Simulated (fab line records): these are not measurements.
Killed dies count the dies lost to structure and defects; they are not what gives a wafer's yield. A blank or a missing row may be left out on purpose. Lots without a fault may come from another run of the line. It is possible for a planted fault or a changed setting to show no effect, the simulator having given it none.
Which tool is to blame? :: flow sky130 :: 42 wafers from 15 lots sampled at 6 of the route's 708 steps

WHAT THE GAUGES READ, wafer by wafer
SKY_RES_PROTECT_TW_MEAS_08.
lot: L108
measured: day 15 05:43
on: film-metro-04
POLY_GATE_TW: 4063 4045 4086

lot: L109
measured: day 15 10:47
on: film-metro-03
POLY_GATE_TW: 4068 4066 4068

lot: L110
measured: day 15 16:21
on: film-metro-01
POLY_GATE_TW: 4109 4085 4110

lot: L113
measured: day 16 20:54
on: film-metro-03
POLY_GATE_TW: 4078 4055 4059

lot: L114
measured: day 17 05:51
on: film-metro-01
POLY_GATE_TW: 4089 4099 4099

lot: L115
measured: day 17 14:58
on: film-metro-01
POLY_GATE_TW: 4094 4082 4069

lot: L116
measured: day 18 00:43
on: film-metro-01
POLY_GATE_TW: 4043 4068 4088

lot: L117
measured: day 18 06:17
on: film-metro-04
POLY_GATE_TW: 4063 4041 4046

lot: L121
measured: day 19 21:30
on: film-metro-04
POLY_GATE_TW: 4041 4056 4063

lot: L123
measured: day 20 10:48
on: film-metro-03
POLY_GATE_TW: 4068 4071

lot: L124
measured: day 20 17:30
on: film-metro-01
POLY_GATE_TW: 4099 4061

lot: L125
measured: day 21 05:40
on: film-metro-04
POLY_GATE_TW: 4061 4074

lot: L129
measured: day 22 15:58
on: film-metro-03
POLY_GATE_TW: 4053 4018 4041

lot: L130
measured: day 22 22:57
on: film-metro-01
POLY_GATE_TW: 4068 4076 4083

lot: L131
measured: day 24 03:32
on: film-metro-04
POLY_GATE_TW: 4047 4046 4064

SKY_POLY_GATE_THK_MEAS_04.
lot: L108
measured: day 15 07:35
on: film-metro-01
POLY_GATE_CVD_03_THK (nm): 75.1 75.9 75.1

lot: L109
measured: day 15 12:16
on: film-metro-03
POLY_GATE_CVD_03_THK (nm): 75.3 75.1 75.9

lot: L110
measured: day 15 17:49
on: film-metro-03
POLY_GATE_CVD_03_THK (nm): 75.1 74.9 75.0

lot: L113
measured: day 16 22:22
on: film-metro-02
POLY_GATE_CVD_03_THK (nm): 74.6 75.2 75.1

lot: L114
measured: day 17 07:19
on: film-metro-02
POLY_GATE_CVD_03_THK (nm): 75.3 75.0 75.7

lot: L115
measured: day 17 16:34
on: film-metro-03
POLY_GATE_CVD_03_THK (nm): 75.9 75.7 75.8

lot: L116
measured: day 18 04:27
on: film-metro-03
POLY_GATE_CVD_03_THK (nm): 76.7 76.3 76.5

lot: L117
measured: day 18 07:46
on: film-metro-01
POLY_GATE_CVD_03_THK (nm): 75.4 76.1 76.2

lot: L121
measured: day 19 22:58
on: film-metro-01
POLY_GATE_CVD_03_THK (nm): 75.0 76.0 75.3

lot: L123
measured: day 20 12:19
on: film-metro-02
POLY_GATE_CVD_03_THK (nm): 76.3 76.4

lot: L124
measured: day 20 19:01
on: film-metro-01
POLY_GATE_CVD_03_THK (nm): 76.3 75.6

lot: L125
measured: day 21 07:08
on: film-metro-03
POLY_GATE_CVD_03_THK (nm): 73.8 74.1

lot: L129
measured: day 22 18:06
on: film-metro-03
POLY_GATE_CVD_03_THK (nm): 76.0 75.8 75.1

lot: L130
measured: day 23 01:25
on: film-metro-01
POLY_GATE_CVD_03_THK (nm): 76.0 75.6 76.0

lot: L131
measured: day 24 05:41
on: film-metro-03
POLY_GATE_CVD_03_THK (nm): 76.1 75.2 76.7

SKY_RES_XHIGH_TW_MEAS_09.
lot: L108
measured: day 26 16:18
on: film-metro-02
RES_XHIGH_TW: 1635 1621 1627

lot: L109
measured: day 26 20:59
on: film-metro-03
RES_XHIGH_TW: 1624 1634 1633

lot: L110
measured: day 27 03:56
on: film-metro-02
RES_XHIGH_TW: 1623 1629 1627

lot: L113
measured: day 28 11:15
on: film-metro-03
RES_XHIGH_TW: 1642 1645 1646

lot: L114
measured: day 28 18:42
on: film-metro-01
RES_XHIGH_TW: 1672 1669 1667

lot: L115
measured: day 29 06:26
on: film-metro-01
RES_XHIGH_TW: 1658 1671 1677

lot: L116
measured: day 29 13:21
on: film-metro-03
RES_XHIGH_TW: 1644 1653 1650

lot: L117
measured: day 29 16:29
on: film-metro-02
RES_XHIGH_TW: 1627 1632 1627

lot: L121
measured: day 31 05:23
on: film-metro-02
RES_XHIGH_TW: 1606 1601 1614

lot: L123
measured: day 31 14:35
on: film-metro-01
RES_XHIGH_TW: 1657 1659

lot: L124
measured: day 31 19:11
on: film-metro-02
RES_XHIGH_TW: 1617 1612

lot: L125
measured: day 32 06:48
on: film-metro-02
RES_XHIGH_TW: 1611 1619

lot: L129
measured: day 33 19:01
on: film-metro-03
RES_XHIGH_TW: 1645 1654 1636

lot: L130
measured: day 33 22:48
on: film-metro-02
RES_XHIGH_TW: 1623 1620 1615

lot: L131
measured: day 35 10:18
on: film-metro-01
RES_XHIGH_TW: 1656 1662 1664

SKY_LOCAL_INTERCONNECT_RS_MEAS_01: uses a four-point probe to measure.
lot: L108
measured: day 29 05:04
on: film-metro-04
LOCAL_INTERCONNECT_TIN_RS (ohm/sq): 13.97 14.17 14.05

lot: L109
measured: day 29 10:04
on: film-metro-04
LOCAL_INTERCONNECT_TIN_RS (ohm/sq): 14.22 14.32 14.10

lot: L110
measured: day 29 16:29
on: film-metro-01
LOCAL_INTERCONNECT_TIN_RS (ohm/sq): 13.79 14.11 13.82

lot: L113
measured: day 30 21:56
on: film-metro-01
LOCAL_INTERCONNECT_TIN_RS (ohm/sq): 14.12 14.27 14.08

lot: L114
measured: day 31 05:19
on: film-metro-03
LOCAL_INTERCONNECT_TIN_RS (ohm/sq): 14.30 14.10 14.40

lot: L115
measured: day 31 16:31
on: film-metro-03
LOCAL_INTERCONNECT_TIN_RS (ohm/sq): 13.89 14.36 14.21

lot: L116
measured: day 31 23:38
on: film-metro-04
LOCAL_INTERCONNECT_TIN_RS (ohm/sq): 14.41 14.58 14.09

lot: L117
measured: day 32 02:34
on: film-metro-03
LOCAL_INTERCONNECT_TIN_RS (ohm/sq): 14.05 14.06 14.06

lot: L121
measured: day 33 15:41
on: film-metro-03
LOCAL_INTERCONNECT_TIN_RS (ohm/sq): 13.95 13.84 13.76

lot: L123
measured: day 33 22:45
on: film-metro-04
LOCAL_INTERCONNECT_TIN_RS (ohm/sq): 15.13 14.24

lot: L124
measured: day 34 03:56
on: film-metro-04
LOCAL_INTERCONNECT_TIN_RS (ohm/sq): 14.67 14.18

lot: L125
measured: day 34 14:34
on: film-metro-01
LOCAL_INTERCONNECT_TIN_RS (ohm/sq): 14.84 14.18

lot: L129
measured: day 36 03:04
on: film-metro-01
LOCAL_INTERCONNECT_TIN_RS (ohm/sq): 14.18 13.82 14.20

lot: L130
measured: day 36 04:59
on: film-metro-01
LOCAL_INTERCONNECT_TIN_RS (ohm/sq): 13.72 14.02 14.21

lot: L131
measured: day 37 17:37
on: film-metro-04
LOCAL_INTERCONNECT_TIN_RS (ohm/sq): 13.94 13.73 13.78

SKY_LOCAL_INTERCONNECT_THK_MEAS_02: measures by xrf.
lot: L108
measured: day 29 05:10
on: film-metro-04
LOCAL_INTERCONNECT_TIN_THK (nm): 101.1 99.6 101.0

lot: L109
measured: day 29 10:11
on: film-metro-04
LOCAL_INTERCONNECT_TIN_THK (nm): 99.5 99.2 99.9

lot: L110
measured: day 29 16:37
on: film-metro-01
LOCAL_INTERCONNECT_TIN_THK (nm): 102.4 100.5 102.3

lot: L113
measured: day 30 22:03
on: film-metro-01
LOCAL_INTERCONNECT_TIN_THK (nm): 99.6 98.9 100.1

lot: L114
measured: day 31 05:25
on: film-metro-03
LOCAL_INTERCONNECT_TIN_THK (nm): 98.4 99.5 98.0

lot: L115
measured: day 31 16:37
on: film-metro-03
LOCAL_INTERCONNECT_TIN_THK (nm): 101.8 97.8 98.7

lot: L116
measured: day 31 23:45
on: film-metro-04
LOCAL_INTERCONNECT_TIN_THK (nm): 97.9 97.0 99.7

lot: L117
measured: day 32 02:41
on: film-metro-03
LOCAL_INTERCONNECT_TIN_THK (nm): 100.4 99.6 99.8

lot: L121
measured: day 33 15:49
on: film-metro-03
LOCAL_INTERCONNECT_TIN_THK (nm): 100.7 102.0 102.6

lot: L123
measured: day 33 22:52
on: film-metro-04
LOCAL_INTERCONNECT_TIN_THK (nm): 94.2 99.9

lot: L124
measured: day 34 04:04
on: film-metro-04
LOCAL_INTERCONNECT_TIN_THK (nm): 96.5 99.9

lot: L125
measured: day 34 14:40
on: film-metro-01
LOCAL_INTERCONNECT_TIN_THK (nm): 95.5 99.7

lot: L129
measured: day 36 03:11
on: film-metro-01
LOCAL_INTERCONNECT_TIN_THK (nm): 99.3 101.7 99.3

lot: L130
measured: day 36 05:06
on: film-metro-01
LOCAL_INTERCONNECT_TIN_THK (nm): 103.1 100.2 98.9

lot: L131
measured: day 37 17:44
on: film-metro-04
LOCAL_INTERCONNECT_TIN_THK (nm): 101.9 103.0 103.0

WHAT TOOL EACH LOT RAN ON (gives the tool, then ch and the chambers of the sampled wafers, and finally the start)
lot: L108
SKY_LOCAL_INTERCONNECT_SPUTTER_00: pvd-sputter-04, day 29 04:58

lot: L109
SKY_LOCAL_INTERCONNECT_SPUTTER_00: pvd-sputter-01, day 29 10:01

lot: L110
SKY_LOCAL_INTERCONNECT_SPUTTER_00: pvd-sputter-04, day 29 16:23

lot: L113
SKY_LOCAL_INTERCONNECT_SPUTTER_00: pvd-sputter-04, day 30 21:52

lot: L114
SKY_LOCAL_INTERCONNECT_SPUTTER_00: pvd-sputter-01, day 31 05:13

lot: L115
SKY_LOCAL_INTERCONNECT_SPUTTER_00: pvd-sputter-03, day 31 16:25

lot: L116
SKY_LOCAL_INTERCONNECT_SPUTTER_00: pvd-sputter-03, day 31 23:34

lot: L117
SKY_LOCAL_INTERCONNECT_SPUTTER_00: pvd-sputter-04, day 32 02:31

lot: L121
SKY_LOCAL_INTERCONNECT_SPUTTER_00: pvd-sputter-01, day 33 15:38

lot: L123
SKY_LOCAL_INTERCONNECT_SPUTTER_00: pvd-sputter-04, day 33 22:41

lot: L124
SKY_LOCAL_INTERCONNECT_SPUTTER_00: pvd-sputter-04, day 34 03:52

lot: L125
SKY_LOCAL_INTERCONNECT_SPUTTER_00: pvd-sputter-04, day 34 14:28

lot: L129
SKY_LOCAL_INTERCONNECT_SPUTTER_00: pvd-sputter-01, day 36 02:59

lot: L130
SKY_LOCAL_INTERCONNECT_SPUTTER_00: pvd-sputter-01, day 36 04:55

lot: L131
SKY_LOCAL_INTERCONNECT_SPUTTER_00: pvd-sputter-01, day 37 17:34
- SKY_LOCAL_INTERCONNECT_SPUTTER_00: material TiN, target thk 100 nm, time 83.3 s.

AS READ BY THE TOOLS THEMSELVES (means over the sampled wafers that have a number; for cases with no such wafer, the mark the record gives instead)
SKY_LOCAL_INTERCONNECT_SPUTTER_00.
lot: L108
tool: pvd-sputter-04
throttle-valve-pct (%): 29.4

lot: L109
tool: pvd-sputter-01
throttle-valve-pct (%): 30.5

lot: L110
tool: pvd-sputter-04
throttle-valve-pct (%): 30.2

lot: L113
tool: pvd-sputter-04
throttle-valve-pct (%): 29.5

lot: L114
tool: pvd-sputter-01
throttle-valve-pct (%): 30.8

lot: L115
tool: pvd-sputter-03
throttle-valve-pct (%): 30.3

lot: L116
tool: pvd-sputter-03
throttle-valve-pct (%): 30.1

lot: L117
tool: pvd-sputter-04
throttle-valve-pct (%): 30.5

lot: L121
tool: pvd-sputter-01
throttle-valve-pct (%): 30.8

lot: L123
tool: pvd-sputter-04
throttle-valve-pct (%): 30.1

lot: L124
tool: pvd-sputter-04
throttle-valve-pct (%): 30.1

lot: L125
tool: pvd-sputter-04
throttle-valve-pct (%): 29.8

lot: L129
tool: pvd-sputter-01
throttle-valve-pct (%): 31.2

lot: L130
tool: pvd-sputter-01
throttle-valve-pct (%): 31.0

lot: L131
tool: pvd-sputter-01
throttle-valve-pct (%): 30.3

THE ANSWER, worked out from the rows above alone
Rule: usual is defined by the lots themselves. Put in order of their means at a reading, lots are off if they are a third of the lots or fewer, leave a main group of 4 or more, and stand apart from it by a gap of 3 or more times the standard deviation of the main group's means; of several such gaps the widest counts. If all means in a main group match to the digits the tables above print for the reading, that group is not used. A lot without any number at a reading at which 4 lots or more have one is off too. Any other lot the step has rows for is counted as sound. The gauges are gone through in route order, then the tools' own readings, and for those a lot's mean is taken as printed above. The first step at which some lot is off is used, and at that step the reading that is off furthest; a lot without a number counts as furthest.
Across all readings shown, no lot is off: no conclusion can be drawn from this.

WHAT WAS PUT IN BY THE SIMULATOR
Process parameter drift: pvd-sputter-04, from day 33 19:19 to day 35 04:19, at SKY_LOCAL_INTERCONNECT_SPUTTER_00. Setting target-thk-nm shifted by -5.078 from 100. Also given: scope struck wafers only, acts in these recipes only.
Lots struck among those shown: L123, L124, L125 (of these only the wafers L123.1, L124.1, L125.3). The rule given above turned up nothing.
